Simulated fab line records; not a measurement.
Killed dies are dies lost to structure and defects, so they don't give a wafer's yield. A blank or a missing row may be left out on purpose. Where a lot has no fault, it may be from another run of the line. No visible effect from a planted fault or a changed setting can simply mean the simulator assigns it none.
Comparing a struck lot with a sound one | flow sky130 | 44 steps out of a route of 708
Sound: these wafers, L151.1, L151.3, L151.5. Wafers L154.2, L154.5, L154.6 were the ones struck. At the end, the cause is stated.
Order at every step that has rows: each side's tool, ch and its chambers, its first start. Under that, the readings that differ: sound wafers | struck wafers | difference of the means | sigmas: that difference in standard deviations of wafers without a fault.
alike: readings whose means differ by less than 2 such deviations, and words and numbers that are the same on both sides. not compared: withheld readings, readings that some wafer has no value for, bounds like >300 that may hide the same value, and numbers for which the record gives no deviation and whose values overlap.
The two part at a step that has a row with sigmas, a row that says differs or no value, or rows on one side only. Numbers that don't overlap but have no deviation are shown without sigmas and don't part them. Lack of a reading on every wafer of one side parts them only where that side has two or more wafers.

first, 1 step without rows for these wafers: SKY_SONOS_TUNNEL_DEVELOP_06 (develop time 60 s).
SKY_SONOS_TUNNEL_CD_MEAS_07 targets a cd of 410 nm.
  sound: cd sem-02 at day 14 14:13; struck: cd sem-02 at day 15 19:20
  alike: cd nm
SKY_SONOS_TUNNEL_OVL_MEAS_08:
  sound: overlay-02 at day 14 14:20; struck: overlay-01 at day 15 19:26
  reading               | sound       | struck         | difference | sigmas
  SONOS_TUNNEL_OVL (nm) | 1.0 0.9 0.8 | -1.8 -2.4 -2.2 | -3.0       | -3
then, 3 steps without rows for these wafers: SKY_SONOS_TUNNEL_IMPLANT_09; SKY_SONOS_TUNNEL_WET_ETCH_10 (etches SiO2 in dHF, target depth 14 nm, time 280 s); SKY_SONOS_TUNNEL_STRIP_11 (strips in SPM, time 600 s).
SKY_SONOS_TUNNEL_TW_MEAS_12:
  sound: film metro-03 at day 14 14:47; struck: film metro-03 at day 15 19:53
  alike: SONOS_TUNNEL_TW
then, 2 steps without rows for these wafers: SKY_SONOS_TUNNEL_CLEAN_13 (cleans in dHF, time 20 s); SKY_SONOS_ONO_OXIDATION_00 (stabilise 600 s, purge 300 s, target thk 2.6 nm).
SKY_SONOS_ONO_THK_MEAS_01:
  sound: film metro-03 at day 14 17:51; struck: film metro-02 at day 15 21:37
  alike: SONOS_ONO_OXIDATION_THK
then, 1 step without rows for these wafers: SKY_SONOS_ONO_CVD_02 (deposits Si3N4 from DCS/NH3, target thk 10.5 nm, time 189 s).
SKY_SONOS_ONO_THK_MEAS_03:
  sound: film metro-04 at day 14 20:29; struck: film metro-03 at day 16 01:10
  alike: SONOS_ONO_CVD_02_THK
SKY_SONOS_ONO_CVD_04: deposits SiO2 from SiH4/N2O, target thk 5.7199 nm.
  sound on lpcvd-03 ch 0, day 14 20:32; struck on lpcvd-03 ch 1, day 16 01:13
  reading                                    | sound             | struck            | difference | sigmas
  spike tc bottom C (C)                      | 920.2 921.0 919.4 | 925.5 923.7 925.7 | +4.8       | +4
  spike tc centre C (C)                      | 899.1 900.3 899.0 | 904.8 905.1 904.6 | +5.4       | +5
  spike tc lower C (C)                       | 899.5 901.9 899.8 | 905.8 907.5 904.4 | +5.5       | +6
  spike tc top C (C)                         | 910.1 910.3 910.4 | 914.2 914.8 914.8 | +4.3       | +4
  spike tc upper C (C)                       | 900.6 900.2 900.4 | 906.5 908.7 907.5 | +7.2       | +7
  susceptor temp C (C)                       | 900.1 900.2 900.0 | 905.3 905.5 905.8 | +5.4       | +15
  model.SiO2_of_SONOS_ONO_CVD_04.thk nm (nm) | 5.635 5.572 5.565 | 6.295 6.319 6.264 | +0.702     |
SKY_SONOS_ONO_THK_MEAS_05:
  sound: film metro-04 at day 14 21:47; struck: film metro-04 at day 16 02:29
  reading                   | sound          | struck         | difference | sigmas
  SONOS_ONO_CVD_04_THK (nm) | 5.57 5.61 5.50 | 6.29 6.39 6.28 | +0.76      | +7
then, 7 steps without rows for these wafers: SKY_SONOS_ONO_DEHYDRATE_06 (time 60 s); SKY_SONOS_ONO_HMDS_07 (prime time 60 s); SKY_SONOS_ONO_COAT_08 (resist thk 1140 nm); SKY_SONOS_ONO_SOFTBAKE_09 (time 60 s); SKY_SONOS_ONO_EXPOSE_10 (exposes mask ONOM, target cd 410 nm); SKY_SONOS_ONO_PEB_11; SKY_SONOS_ONO_DEVELOP_12 (develop time 60 s).
SKY_SONOS_ONO_CD_MEAS_13 targets a cd of 410 nm.
  sound: cd sem-01 at day 16 02:07; struck: cd sem-02 at day 17 06:50
  alike: cd nm
SKY_SONOS_ONO_OVL_MEAS_14:
  sound: overlay-02 at day 16 02:14; struck: overlay-01 at day 17 06:56
  alike: SONOS_ONO_OVL
SKY_SONOS_ONO_ETCH_15: etches the open film in CHF3/O2, target depth 19.52 nm, time 7.8 s.
  sound on rie diel-04 ch 2,3, day 16 02:16; struck on rie diel-04 ch 0,1,3, day 17 06:58
  alike: drypump motor current A, oes product au, throttle valve pct
  not compared: rf hours counter h
then, 1 step without rows for these wafers: SKY_SONOS_ONO_WET_ETCH_16 (etches SiO2 in dHF, target depth 14 nm, time 280 s).
SKY_SONOS_ONO_STRIP_17: strips in O2/N2.
  sound on plasma asher-02 ch 0,1, day 16 02:23; struck on plasma asher-04 ch 0,1, day 17 07:04
  alike: drypump motor current A, oes product au, strip time to endpoint s
  not compared: rf hours counter h
then, 3 steps without rows for these wafers: SKY_SONOS_ONO_WET_ETCH_18 (etches Si3N4 in H3PO4, target depth 15 nm, time 172 s); SKY_GATE_OXIDE_CLEAN_00 (cleans in SC1/SC2, time 150 s); SKY_GATE_OXIDE_OXIDATION_01 (stabilise 600 s, purge 300 s, target thk 10.268 nm).
SKY_GATE_OXIDE_THK_MEAS_02:
  sound: film metro-03 at day 16 04:43; struck: film metro-03 at day 17 08:43
  alike: GATE_OXIDE_OXIDATION_00_THK
then, 7 steps without rows for these wafers: SKY_GATE_OXIDE_DEHYDRATE_03 (time 60 s); SKY_GATE_OXIDE_HMDS_04 (prime time 60 s); SKY_GATE_OXIDE_COAT_05 (resist thk 1140 nm); SKY_GATE_OXIDE_SOFTBAKE_06 (time 60 s); SKY_GATE_OXIDE_EXPOSE_07 (exposes mask LVOM, target cd 600 nm); SKY_GATE_OXIDE_PEB_08; SKY_GATE_OXIDE_DEVELOP_09 (develop time 60 s).
SKY_GATE_OXIDE_OVL_MEAS_10:
  sound: overlay-02 at day 17 09:16; struck: overlay-02 at day 18 15:18
  alike: GATE_OXIDE_OVL
then, 2 steps without rows for these wafers: SKY_GATE_OXIDE_IMPLANT_11; SKY_GATE_OXIDE_WET_ETCH_12 (etches SiO2 in dHF, target depth 16.8 nm, time 336 s).
SKY_GATE_OXIDE_STRIP_13: strips in O2/N2.
  sound on plasma asher-01 ch 0, day 17 09:33; struck on plasma asher-01 ch 0,1, day 18 15:44
  alike: drypump motor current A, oes product au, strip time to endpoint s
  not compared: rf hours counter h
SKY_GATE_OXIDE_TW_MEAS_14:
  sound: film metro-01 at day 17 09:39; struck: film metro-03 at day 18 15:50
  alike: GATE_OXIDE_TW
SKY_GATE_OXIDE_CLEAN_15: cleans in SC1/SC2, time 150 s.
  sound on wet bench-02 ch 1, day 17 09:43; struck on wet bench-03 ch 0, day 18 15:53
  reading                                    | sound             | struck            | difference | sigmas
  model.SiO2_of_SONOS_ONO_CVD_04.thk nm (nm) | 4.135 4.068 4.064 | 4.782 4.808 4.754 | +0.692     |
-- the record jumps here: 31 days lie between the struck wafers' starts before and after (it left off in module GATE_OXIDE and takes up again in module PAD_OPEN, whose first step shown is number 708 of the route) --
SKY_PAD_OPEN_PROBE_99:
  sound: prober-01 at day 49 03:56; struck: prober-02 at day 49 20:36
  reading                                     | sound                | struck               | difference | sigmas
  model.etest.sonos erased.drive ua um        | 178.9 167.7 181.8    | 152.3 144.8 149.6    | -27.2      |
  model.etest.sonos uncharged.r on ohm um     | 807.2 804.8 806.7    | 834.9 829.5 831.4    | +25.7      |
  model.etest.sonos programmed.off log10 a um | -13.96 -14 -14.06    | -12.95 -12.55 -12.6  | +1.31      |
  model.etest.cap ono.gate log10 a cm2        | -8.159 -8.062 -8.028 | -9.078 -9.12 -9.03   | -0.993     |
  model.etest.cap ono.gate bv v (V)           | 16.36 16.79 16.35    | 17.22 17.47 17.75    | +0.98      |
  model.etest.cap ono.tox acc nm (nm)         | 13.07 13.05 12.95    | 13.81 13.75 13.75    | +0.75      |
  model.etest.sonos programmed.vt v (V)       | 1.349 1.36 1.404     | 0.9234 0.8691 0.8951 | -0.4751    |
  model.etest.sonos erased.vt v (V)           | -2.193 -2.205 -2.259 | -1.833 -1.848 -1.883 | +0.364     |
  alike: killed_at_M0_to_M3, killed_at_M4_up, killed at contacts, killed at front end, killed at other, killed dies, killed open, killed short

== WHERE THEY PART ==
At SKY_SONOS_TUNNEL_OVL_MEAS_08 first; at SKY_SONOS_ONO_THK_MEAS_05 last (within this record only). Later steps at which nothing parts them and some readings are alike: SKY_SONOS_ONO_CD_MEAS_13, SKY_SONOS_ONO_OVL_MEAS_14, SKY_SONOS_ONO_ETCH_15, SKY_SONOS_ONO_STRIP_17, SKY_GATE_OXIDE_THK_MEAS_02, SKY_GATE_OXIDE_OVL_MEAS_10, SKY_GATE_OXIDE_STRIP_13, SKY_GATE_OXIDE_TW_MEAS_14, SKY_PAD_OPEN_PROBE_99.

WHY: what the simulator had put in
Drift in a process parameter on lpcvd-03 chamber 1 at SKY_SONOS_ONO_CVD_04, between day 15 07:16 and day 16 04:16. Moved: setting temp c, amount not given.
